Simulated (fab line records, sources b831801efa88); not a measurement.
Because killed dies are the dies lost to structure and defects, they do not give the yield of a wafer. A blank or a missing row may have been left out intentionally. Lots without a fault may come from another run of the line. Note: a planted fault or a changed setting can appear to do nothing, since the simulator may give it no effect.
Which of the tools did it? ; flow gf180mcu ; 13 lots, 39 wafers sampled, at 3 steps of a route of 602

WHAT THE GAUGES READ, wafer by wafer
GF_MIM_THK_MEAS_11: measures by xrf. Usual: MIM_ALCU_THK 202 nm, standard deviation 3.2.
lot;measured;on;MIM_ALCU_THK (nm);flag
L765;day 24 19:56;film_metro-04;203 202 199;
L767;day 25 07:31;film_metro-03;203 204 202;
L768;day 25 09:16;film_metro-02;199 202 200;
L766;day 25 10:58;film_metro-04;202 200 199;
L769;day 26 01:19;film_metro-04;200 199 200;
L770;day 26 05:31;film_metro-03;200 201 200;
L771;day 26 21:13;film_metro-02;203 205 205;
L774;day 27 10:19;film_metro-04;206 206 207;
L775;day 27 22:43;film_metro-02;210 211 213;
L778;day 28 21:50;film_metro-04;209 209 204;
L784;day 30 12:07;film_metro-04;204 204 204;
L785;day 30 17:16;film_metro-03;204 200 205;
L788;day 31 06:57;film_metro-04;199 202 201;

GF_V5_THK_MEAS_03. Usual: V5_CVD_02_THK 1444 nm, standard deviation 21.
lot;measured;on;V5_CVD_02_THK (nm);flag
L765;day 26 15:38;film_metro-03;1447 1462 1438;
L767;day 27 03:16;film_metro-04;1430 1418 1448;
L768;day 27 04:14;film_metro-04;1444 1480 1482;
L766;day 27 05:11;film_metro-01;1446 1428 1438;
L769;day 27 19:25;film_metro-03;1467 1475 1484;
L770;day 27 22:52;film_metro-03;1424 1421 1448;
L771;day 28 14:23;film_metro-04;1417 1459 1431;
L774;day 29 03:35;film_metro-04;1427 1441 1449;
L775;day 29 15:10;film_metro-03;1440 1457 1460;
L778;day 30 12:52;film_metro-04;1485 1468 1485;
L784;day 31 23:04;film_metro-04;1419 1420 1448;
L785;day 32 04:41;film_metro-01;1437 1486 1488;
L788;day 32 16:26;film_metro-04;1461 1440 1439;

GF_V5_CD_MEAS_14: target cd 260 nm. Usual: cd_nm 260.1 nm, standard deviation 1.
lot;measured;on;cd_nm (nm);flag
L765;day 27 11:43;cd_sem-01;260.3 260.8 259.3;
L767;day 27 23:25;cd_sem-01;260.3 260.9 260.5;
L768;day 28 00:26;cd_sem-02;258.7 259.6 259.8;
L766;day 28 01:43;cd_sem-02;259.3 259.3 259.6;
L769;day 28 15:53;cd_sem-02;260.8 261.3 260.2;
L770;day 28 18:46;cd_sem-02;259.4 259.1 260.3;
L771;day 29 10:15;cd_sem-02;260.8 260.2 260.5;
L774;day 29 22:35;cd_sem-01;259.4 259.4 257.8;
L775;day 30 10:26;cd_sem-01;259.6 260.8 259.2;
L778;day 31 07:23;cd_sem-02;259.4 258.3 258.3;
L784;day 32 17:01;cd_sem-01;261.2 261.7 260.8;
L785;day 32 20:47;cd_sem-02;259.0 258.3 259.5;
L788;day 33 09:22;cd_sem-02;260.4 260.9 259.7;

WHICH TOOL RAN EACH LOT (tool, then ch and the chambers of the sampled wafers, then the start)
Before these readings, the record contains no process step.

WHAT THE TOOLS THEMSELVES READ (means of the sampled wafers that have a number; where no wafer has one, the mark that the record gives instead)
The record holds no such reading with a usual standard deviation.

THE ANSWER, worked out from the rows above alone
Rule: a lot counts as off when the mean over its wafers that have a number is more than 3 standard deviations away from the usual mean. Also off: a lot with no number at a reading for which 4 or more lots have one. Where the step has rows for the other lots, those lots are counted as sound. Order of review: gauges by route order, followed by the tools' own readings, for which a lot's mean as printed above is used. At the first step where some lot is off, the reading lying furthest off is the one used; lots without a number count as furthest.
No lot is off on any of the readings shown, so nothing can be concluded from this.

WHAT WAS PUT IN BY THE SIMULATOR
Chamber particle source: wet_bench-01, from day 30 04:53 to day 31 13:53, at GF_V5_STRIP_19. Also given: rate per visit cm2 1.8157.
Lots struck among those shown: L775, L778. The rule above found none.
